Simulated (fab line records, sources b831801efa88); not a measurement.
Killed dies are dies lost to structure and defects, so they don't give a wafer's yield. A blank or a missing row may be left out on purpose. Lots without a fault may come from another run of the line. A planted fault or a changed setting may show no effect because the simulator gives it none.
One fault seen from 2 desks | flow gf180mcu | each desk has only its own numbers; what lay behind them comes last

THE METROLOGY DESK
What the gauges read, lot by lot, whatever tool the lot ran on: means of the sampled wafers that have a number. A lot is out of limits, marked OUT, if its mean lies more than 4 standard deviations from the usual mean; the brackets give that distance.
Columns: A = LVPWELL_OVL at GF_LVPWELL_OVL_MEAS_07, usual -0.9 nm; B = NWELL_RS at GF_VT_IMPLANT_RS_MEAS_47, usual 488.0 ohm/sq; C = cd_nm at GF_NSD_CD_MEAS_07, usual 399.9 nm
lot  | first seen here | A    | B     | C
L224 | day 4 00:27     | -1.4 | 488.4 | 396.5
L226 | day 4 13:19     | -0.8 | 488.1 | 400.0
L230 | day 5 13:13     | -1.4 | 488.4 | 400.0
L231 | day 5 14:17     | -0.8 | 488.0 | 402.4
L233 | day 6 08:40     | -1.6 | 487.6 | 402.5
L239 | day 7 20:08     | -2.0 | 486.9 | 400.0
L240 | day 8 05:04     | -0.7 | 489.3 | 397.3
L241 | day 8 06:01     | -1.7 | 487.9 | 399.9
L242 | day 8 07:16     | -1.4 | 487.6 | 400.0
L243 | day 8 13:13     | -2.2 | 490.2 | 400.3
L244 | day 8 18:07     | 0.8  | 487.4 | 402.0
L245 | day 9 00:21     | -2.7 | 488.4 | 400.1
This desk's finding: nothing out of limits on any of the 12 lots.

THE TOOL OWNER'S DESK: furnace-02
The tool's own readings at GF_STI_OXIDATION_29 (stabilise 600 s, purge 300 s, target thk 10 nm): means of the sampled wafers that have a number, for each lot that ran on this tool. A lot is out of limits, marked OUT, if its mean lies more than 4 standard deviations from the usual mean; the brackets give that distance.
Columns: A = ox_temp_c at GF_STI_OXIDATION_29, usual 899.9 C; B = ox_temp_c_max at GF_STI_OXIDATION_29, usual 903.0; C = zone_power_top_pct at GF_STI_OXIDATION_29, usual 34 %
lot  | first seen here | A     | B     | C
L226 | day 2 21:13     | 899.5 | 903.0 | 30
L231 | day 3 21:15     | 899.9 | 903.2 | 31
L233 | day 4 13:13     | 899.6 | 903.0 | 30
L242 | day 6 07:35     | 899.9 | 902.9 | 31
L243 | day 6 11:31     | 899.8 | 902.9 | 31
L244 | day 6 17:10     | 899.7 | 902.5 | 31
This desk's finding: nothing out of limits on any of the 6 lots.

PUT TOGETHER
The metrology desk saw nothing out of limits.
The tool owner's desk saw nothing out of limits.

WHAT THE SIMULATOR HAD PUT IN
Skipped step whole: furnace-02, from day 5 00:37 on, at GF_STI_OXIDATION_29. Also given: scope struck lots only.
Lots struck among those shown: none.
